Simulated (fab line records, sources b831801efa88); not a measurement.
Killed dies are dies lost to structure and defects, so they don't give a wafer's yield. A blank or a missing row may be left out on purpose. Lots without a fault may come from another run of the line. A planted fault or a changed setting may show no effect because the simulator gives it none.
Problem report in the 8D (eight disciplines) form, filled by code | flow sky130 | the parts of the form that need people (team, actions taken, sign-off) are left out

1. THE PROBLEM
overpolish_run_s at SKY_CONTACT_CMP_27 reads a mean of 0.038 s on 2 wafers of 2 lots; wafers without a fault read 15.000 s with a standard deviation of 0.0089. That is -99 or more standard deviations from the usual mean.
The step: polishes, stops on SiO2, t overpolish 15 s, target thk 0 nm.
First seen on wafer L718.5, day 33 18:37, on cmp-02. The record holds 39 wafers of 13 lots with a number at this step. Rule for "out", or "out of limits": more than 4 standard deviations from the usual mean. The other wafers with a number count as sound.

2. WHAT IT IS AND WHAT IT IS NOT
question                    | is                                   | is not
which readings at this step | overpolish_run_s, time_to_endpoint_s | edge_zone_pressure_frac, motor_current_A
which lots                  | L718, L721                           | L712, L713, L714, L716, L720, L728, L730, L731, L732, L734, L735
which wafers of those lots  | L718.5, L721.6                       | L718.2, L718.3, L721.2, L721.4
read on which tools         | cmp-02                               | cmp-01
when                        | from day 33 18:37                    | up to then (14 sound wafers); but 23 sound wafers of L720, L721, L728, L730, L731, L732, L734, L735 came after

3. SUSPECTS, AND WHAT RULES EACH OUT
Counting: a tool at a process step up to the reading stays a suspect if it ran every lot that is out. Sound lots after the first of them don't rule it out here, since some wafers of a struck lot are sound.
- cmp-02 at SKY_CONTACT_CMP_27 (polishes, stops on SiO2, t overpolish 15 s, target thk 0 nm): kept. It ran every lot that is out, first L718 (day 33 18:37); its last sound lot up to then is L716 (day 33 02:12). Its own readings are out on those wafers: overpolish_run_s, time_to_endpoint_s.
- Within cmp-02 at SKY_CONTACT_CMP_27: the wafers that are out ran in chamber 2; their sound lot-mates ran in chambers 0, 1, 3.
Left after counting: cmp-02 at SKY_CONTACT_CMP_27.

4. THE CAUSE (what the simulator had put in)
Process parameter drift: cmp-02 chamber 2, from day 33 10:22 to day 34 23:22, at SKY_CONTACT_CMP_27. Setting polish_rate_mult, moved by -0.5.
Counting left only this tool.

5. THE CHAIN OF EFFECTS, in route order
Each row: a reading whose mean over the struck wafers that have a number lies more than 3 standard deviations from the usual. Only readings for which the record gives a usual standard deviation are gone through. hours: the time from each lot's start at the first step in this table that gives one to its start at this step, as a median over the lots. sigmas: the change in usual standard deviations.
hours | step                  | reading            | usual    | on struck wafers | change  | sigmas
0     | SKY_CONTACT_CMP_27    | overpolish_run_s   | 15.000 s | 0.038            | -14.963 | -99 or more
0     | SKY_CONTACT_CMP_27    | time_to_endpoint_s | 81.9 s   | 125.2            | +43.3   | +14
326   | SKY_PAD_OPEN_PROBE_99 | killed_at_contacts | 25       | 434              | +410    | +76
326   | SKY_PAD_OPEN_PROBE_99 | killed_dies        | 86       | 492              | +406    | +41
326   | SKY_PAD_OPEN_PROBE_99 | killed_on_rim      | 17       | 96               | +79     | +20
The process steps in it:
- SKY_CONTACT_CMP_27: polishes, stops on SiO2, t overpolish 15 s, target thk 0 nm.
- SKY_PAD_OPEN_PROBE_99

6. WHAT WOULD HAVE CAUGHT IT SOONER
In this record the first reading out of limits was taken at day 33 18:37, 8 hours after the fault began at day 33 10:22.
